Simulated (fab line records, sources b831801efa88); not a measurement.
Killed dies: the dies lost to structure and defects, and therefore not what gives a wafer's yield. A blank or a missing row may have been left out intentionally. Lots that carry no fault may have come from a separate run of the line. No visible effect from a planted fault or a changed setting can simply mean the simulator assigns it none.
The tool behind it: which one? ; flow sfq-line ; 18 wafers sampled from 6 lots at 1 step of a route of 325

== WHAT THE GAUGES READ, wafer by wafer ==
SFQ_L0_THK_MEAS_902: measures by xrf.
lot;measured;on;L0_MONX_KI_THK (nm)
L125;day 1 17:41;film-metro-04;39.4 38.9 39.8
L127;day 2 03:41;film-metro-02;39.8 39.8 40.4
L131;day 2 23:41;film-metro-03;39.8 39.7 40.1
L134;day 3 14:43;film-metro-04;38.7 40.0 39.1
L143;day 5 11:41;film-metro-02;39.6 38.8 39.4
L146;day 6 02:41;film-metro-02;39.8 40.2 40.1

== WHAT TOOL EACH LOT RAN ON (gives the tool, then ch and the chambers of the sampled wafers, and finally the start) ==
There is no process step in the record ahead of these readings.

== THE ANSWER, worked out from the rows above alone ==
Rule: usual is defined by the lots themselves. Put in order of their means at a reading, lots are off if they are a third of the lots or fewer, leave a main group of 4 or more, and stand apart from it by a gap of 3 or more times the standard deviation of the main group's means; of several such gaps the widest counts. A main group whose means are all the same, to the digits that the tables above print for the reading, isn't used. Also off: a lot with no number at a reading for which 4 or more lots have one. All remaining lots with rows at the step are treated as sound.
Nothing can be told from this: no lot is off at any reading shown.

== WHAT WAS PUT IN BY THE SIMULATOR ==
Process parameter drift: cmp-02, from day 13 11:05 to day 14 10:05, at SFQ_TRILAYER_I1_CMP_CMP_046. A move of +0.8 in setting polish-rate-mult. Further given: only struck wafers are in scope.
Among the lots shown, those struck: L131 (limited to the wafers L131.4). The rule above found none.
